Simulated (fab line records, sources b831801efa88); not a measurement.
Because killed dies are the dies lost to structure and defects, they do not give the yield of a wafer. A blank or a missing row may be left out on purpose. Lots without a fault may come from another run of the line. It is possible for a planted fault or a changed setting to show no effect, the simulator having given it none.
A struck lot beside a sound one | flow sky130 | 43 steps out of a route of 708
Sound: wafers L748.1, L748.3, L748.6. Wafers L760.1, L760.5, L760.6 were the ones struck. The cause comes at the end.
For every step that has rows: the tool of each side, followed by ch and its chambers, followed by its first start. Under that, the readings that differ: sound wafers | struck wafers | difference of the means | sigmas: that difference in standard deviations of wafers without a fault.
alike: a reading whose means differ by less than 2 such deviations, as well as words and numbers matching on both sides. not compared: withheld readings; readings where some wafer has no value; bounds like >300 that might hide an equal value; numbers whose values overlap and for which the record gives no deviation.
A row with sigmas, a row that says differs or no value, or rows on one side alone: a step with any of these is where the two part. Non-overlapping numbers with no deviation appear without sigmas and do not part them. Lack of a reading on every wafer of one side parts them only where that side has two or more wafers.

first, 2 steps without rows for these wafers: SKY_FIELD_ISO_COAT_07 (resist thk 60 nm); SKY_FIELD_ISO_COAT_08 (resist thk 450 nm).
SKY_FIELD_ISO_SOFTBAKE_09: time 94.5 s.
  sound on litho-track-02 ch 0; struck on litho-track-02 ch 0
  alike: heater-power-total-W, plate-sensor-t-centre-C, plate-sensor-t-edge-C, resist-line-temp-C
then, 3 steps without rows for these wafers: SKY_FIELD_ISO_EXPOSE_10 (exposes mask FOM, target cd 150 nm); SKY_FIELD_ISO_PEB_11; SKY_FIELD_ISO_DEVELOP_12 (develop time 60 s).
SKY_FIELD_ISO_CD_MEAS_13: the cd target is 150 nm.
  sound on cd-sem-01 at day 2 17:17; struck on cd-sem-02 at day 5 04:23
  alike: cd-nm
SKY_FIELD_ISO_ETCH_14: etches BARC in N2/H2, stops on SiO2, time 43.82 s, target depth 60 nm.
  sound on rie-diel-04 ch 0,2, day 2 17:24; struck on rie-diel-01 ch 1,2, day 5 04:30
  alike: drypump-motor-current-A, oes-product-au, throttle-valve-pct
  not compared: rf-hours-counter-h
SKY_FIELD_ISO_ETCH_15: etches the open film in CHF3/O2, stops on Si, target depth 180 nm, time 72 s.
  sound on rie-diel-04 ch 0,2, day 2 17:26; struck on rie-diel-01 ch 1,2, day 5 04:32
  alike: drypump-motor-current-A, oes-product-au, throttle-valve-pct
  not compared: rf-hours-counter-h
SKY_FIELD_ISO_STRIP_16: strips in O2/N2.
  sound on plasma-asher-02 ch 1, day 2 17:30; struck on plasma-asher-04 ch 0,1, day 5 04:36
  alike: drypump-motor-current-A, oes-product-au, strip-time-to-endpoint-s
  not compared: rf-hours-counter-h
then, 2 steps without rows for these wafers: SKY_FIELD_ISO_ETCH_17 (etches Si in HBr/Cl2/O2, target depth 342 nm, time 97.7 s); SKY_FIELD_ISO_WET_ETCH_18 (etches Si3N4 in H3PO4, target depth 25 nm, time 286 s).
SKY_FIELD_ISO_CLEAN_19: cleans in SC1/SC2, time 150 s.
  sound on wet-bench-01 ch 0, day 2 17:46; struck on wet-bench-03 ch 3, day 5 04:52
then, 3 steps without rows for these wafers: SKY_FIELD_ISO_CLEAN_20 (cleans in dHF, time 20 s); SKY_FIELD_ISO_WET_ETCH_21 (etches SiO2 in dHF, target depth 20 nm, time 400 s); SKY_FIELD_ISO_OXIDATION_22 (stabilise 600 s, purge 300 s, target thk 10 nm).
SKY_FIELD_ISO_THK_MEAS_23:
  sound on film-metro-02 at day 2 19:19; struck on film-metro-01 at day 5 06:51
  alike: FIELD_ISO_OXIDATION_01_THK
then, 1 step without rows for these wafers: SKY_FIELD_ISO_CVD_24 (deposits SiO2, target thk 595 nm, time 99.2 s).
SKY_FIELD_ISO_THK_MEAS_25:
  sound on film-metro-01 at day 2 19:27; struck on film-metro-02 at day 5 06:59
  alike: FIELD_ISO_CVD_24_THK
then, 1 step without rows for these wafers: SKY_FIELD_ISO_ANNEAL_26 (time 1800 s).
SKY_FIELD_ISO_CMP_27: polishes, stops on Si3N4, t overpolish 16 s, target thk 457.8 nm.
  sound on cmp-01 ch 1,2, day 2 21:04; struck on cmp-02 ch 0,3, day 5 09:39
  alike: motor-current-A, overpolish-run-s, time-to-endpoint-s
then, 5 steps without rows for these wafers: SKY_FIELD_ISO_WET_ETCH_28 (etches SiO2 in dHF, target depth 23.7 nm, time 47 s); SKY_FIELD_ISO_WET_ETCH_29 (etches Si3N4 in H3PO4, target depth 160 nm, time 1825 s); SKY_FIELD_ISO_WET_ETCH_30 (etches SiO2 in dHF, target depth 25 nm, time 50 s); SKY_NWELL_CLEAN_00 (cleans in SC1/SC2, time 150 s); SKY_NWELL_OXIDATION_01 (stabilise 600 s, purge 300 s, target thk 10 nm).
SKY_NWELL_THK_MEAS_02:
  sound on film-metro-01 at day 3 00:02; struck on film-metro-04 at day 5 12:09
  alike: NWELL_OXIDATION_THK
then, 9 steps without rows for these wafers: SKY_DNWELL_DEHYDRATE_00 (time 60 s); SKY_DNWELL_HMDS_01 (prime time 60 s); SKY_DNWELL_COAT_02 (resist thk 3000 nm); SKY_DNWELL_SOFTBAKE_03; SKY_DNWELL_EXPOSE_04 (exposes mask DNM, target cd 3000 nm); SKY_DNWELL_PEB_05; SKY_DNWELL_DEVELOP_06 (develop time 60 s); SKY_DNWELL_IMPLANT_07; SKY_DNWELL_STRIP_08 (strips in O2/N2).
SKY_DNWELL_TW_MEAS_09:
  sound on film-metro-01 at day 3 17:09; struck on film-metro-04 at day 6 06:50
  reading   | sound          | struck         | difference | sigmas
  DNWELL_TW | 1089 1089 1092 | 1134 1130 1139 | +44        | +3
then, 5 steps without rows for these wafers: SKY_PWDE_DEHYDRATE_00 (time 60 s); SKY_PWDE_HMDS_01 (prime time 60 s); SKY_PWDE_COAT_02 (resist thk 3000 nm); SKY_PWDE_SOFTBAKE_03; SKY_PWDE_EXPOSE_04 (exposes mask PWDEM, target cd 840 nm).
-- the record jumps here: 44 days lie between the struck wafers' starts before and after (it left off in module PWDE and takes up again in module PAD_OPEN, whose first step shown is number 708 of the route) --
SKY_PAD_OPEN_PROBE_99:
  sound on prober-02 at day 46 20:57; struck on prober-02 at day 49 21:28
  reading             | sound    | struck      | difference | sigmas
  killed-at-front-end | 12 11 12 | 57 56 50    | +43        | +10
  killed-dies         | 77 93 89 | 131 120 122 | +38        | +4
  alike: killed_at_M0_to_M3, killed_at_M4_up, killed-at-contacts, killed-at-other, killed-open, killed-short

== WHERE THEY PART ==
Last at SKY_PAD_OPEN_PROBE_99 as far as this record goes, first at SKY_DNWELL_TW_MEAS_09.

WHY: whatever the simulator had introduced
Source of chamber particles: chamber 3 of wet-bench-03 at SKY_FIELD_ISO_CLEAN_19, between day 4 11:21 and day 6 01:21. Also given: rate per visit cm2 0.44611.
